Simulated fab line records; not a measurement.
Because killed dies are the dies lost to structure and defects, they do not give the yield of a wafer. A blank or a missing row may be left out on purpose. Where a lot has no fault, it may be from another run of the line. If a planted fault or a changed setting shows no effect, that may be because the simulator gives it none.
Struck lot and sound lot, side by side -- flow sky130 -- 15 steps out of a route of 708
Sound: these wafers, L208.1, L208.3, L208.6. Struck: wafers L210.3, L210.4, L210.5. Last of all comes the cause.
Order at every step that has rows: each side's tool, ch and its chambers, its first start. Under that, the readings that differ: sound wafers -- struck wafers -- difference of the means -- sigmas: that difference in standard deviations of wafers without a fault.
alike: readings with means less than 2 such deviations apart, plus words and numbers identical on both sides. not compared: withheld readings, readings lacking a value on some wafer, bounds such as >300 that could conceal the same value, and numbers that have no deviation in the record and whose values overlap.
The two part at a step that has a row with sigmas, a row that says differs or no value, or rows on one side only. Non-overlapping numbers with no deviation appear without sigmas and do not part them. A reading that every wafer of one side lacks parts them only if that side has two wafers or more.

first, 8 steps without rows for these wafers: SKY_METAL3_DEHYDRATE_05 (time 60 s); SKY_METAL3_HMDS_06 (prime time 60 s); SKY_METAL3_COAT_07 (resist thk 60 nm); SKY_METAL3_COAT_08 (resist thk 1140 nm); SKY_METAL3_SOFTBAKE_09 (time 90 s); SKY_METAL3_EXPOSE_10 (exposes mask MM3, target cd 300 nm); SKY_METAL3_PEB_11; SKY_METAL3_DEVELOP_12 (develop time 60 s).
SKY_METAL3_CD_MEAS_13 targets a cd of 300 nm.
  sound: cd_sem-02 at day 44 00:02; struck: cd_sem-02 at day 44 00:34
  alike: cd_nm
SKY_METAL3_OVL_MEAS_14:
  sound: overlay-01 at day 44 00:10; struck: overlay-01 at day 44 00:40
  alike: METAL3_OVL
SKY_METAL3_DESCUM_15: chemistry O2, time 8 s.
  sound on rie_metal-02 ch 1, day 44 00:12; struck on rie_metal-03 ch 0,1, day 44 00:42
  alike: drypump_motor_current_A, oes_product_au, rf_fwd_power_W
  not compared: rf_hours_counter_h
SKY_METAL3_ETCH_16: etches BARC in N2/H2, stops on SiO2, time 88.2 s, target depth 60 nm.
  sound on rie_metal-02 ch 1, day 44 00:16; struck on rie_metal-03 ch 0,1, day 44 00:45
  alike: drypump_motor_current_A, oes_product_au, rf_fwd_power_W, throttle_valve_pct
  not compared: rf_hours_counter_h
SKY_METAL3_ETCH_17: etches SiO2 in C4F8/O2/Ar, stops on TiN, time 3.9 s, target depth 15 nm.
  sound on rie_diel-03 ch 0,1,2, day 44 00:28; struck on rie_diel-02 ch 0,1, day 44 00:49
reading,sound,struck,difference,sigmas
rf_fwd_power_W (W),1471 1459 1470,1222 1223 1220,-245,-36
  alike: oes_product_au
  not compared: rf_hours_counter_h
SKY_METAL3_METAL_ETCH_18: etches the open film in Cl2/BCl3, stops on SiO2, target depth 845 nm, time 183.1 s.
  sound on rie_metal-01 ch 0,1, day 44 00:29; struck on rie_metal-02 ch 1, day 44 00:57
  alike: bcl3_flow_sccm, drypump_motor_current_A, oes_product_au, rf_fwd_power_W, throttle_valve_pct
  not compared: rf_hours_counter_h
SKY_PAD_OPEN_PROBE_99:
  sound wafers here have rows in the record (prober-01, day 50 06:04); struck ones have none

WHERE THEY PART
First at SKY_METAL3_ETCH_17; last, within this record, at SKY_PAD_OPEN_PROBE_99.

WHY: what the simulator had put in
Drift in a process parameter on rie_diel-02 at SKY_METAL3_ETCH_17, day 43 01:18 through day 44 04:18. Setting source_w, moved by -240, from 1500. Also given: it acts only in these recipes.
